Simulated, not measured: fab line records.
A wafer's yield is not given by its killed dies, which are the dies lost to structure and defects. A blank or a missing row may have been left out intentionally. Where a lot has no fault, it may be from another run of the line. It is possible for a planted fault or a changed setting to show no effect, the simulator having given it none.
Which of the tools did it? | flow sky130 | route of 708 steps, sampled at 1 step: 12 lots, 36 wafers

## WHAT THE GAUGES READ, wafer by wafer
SKY_CONTACT_THK_MEAS_01.
lot  | measured     | on           | CONTACT_CVD_00_THK (nm)
L075 | day 30 07:52 | filmMetro-02 | 73.5 74.0 76.1
L077 | day 31 00:18 | filmMetro-01 | 76.6 75.5 74.5
L079 | day 31 23:59 | filmMetro-01 | 74.2 75.7 77.0
L081 | day 32 16:40 | filmMetro-02 | 73.1 74.0 72.9
L083 | day 33 22:58 | filmMetro-02 | 75.4 73.5 76.6
L085 | day 34 05:13 | filmMetro-02 | 75.1 72.1 75.0
L086 | day 34 17:34 | filmMetro-03 | 73.9 77.3 76.2
L089 | day 35 05:41 | filmMetro-02 | 74.3 74.3 76.5
L091 | day 36 02:08 | filmMetro-01 | 74.9 76.3 75.2
L093 | day 36 12:46 | filmMetro-01 | 73.8 75.4 74.7
L095 | day 37 03:27 | filmMetro-03 | 74.7 74.6 75.5
L097 | day 37 20:31 | filmMetro-02 | 73.1 75.6 75.4

## WHAT TOOL EACH LOT RAN ON (gives the tool, then ch and the chambers of the sampled wafers, and finally the start)
The record shows no process step preceding these readings.

## THE ANSWER, worked out from the rows above alone
Rule: usual is defined by the lots themselves. The widest of any qualifying gaps counts: lots, ordered by their means at a reading, are off when they make up no more than a third of the lots, leave a main group of 4 or more, and stand apart from it by 3 or more times the standard deviation of that group's means. If all means in a main group match to the digits the tables above print for the reading, that group is not used. Also off: a lot with no number at a reading for which 4 or more lots have one. All remaining lots with rows at the step are treated as sound.
Nothing can be told from this: no lot is off at any reading shown.

## WHAT THE SIMULATOR PUT IN
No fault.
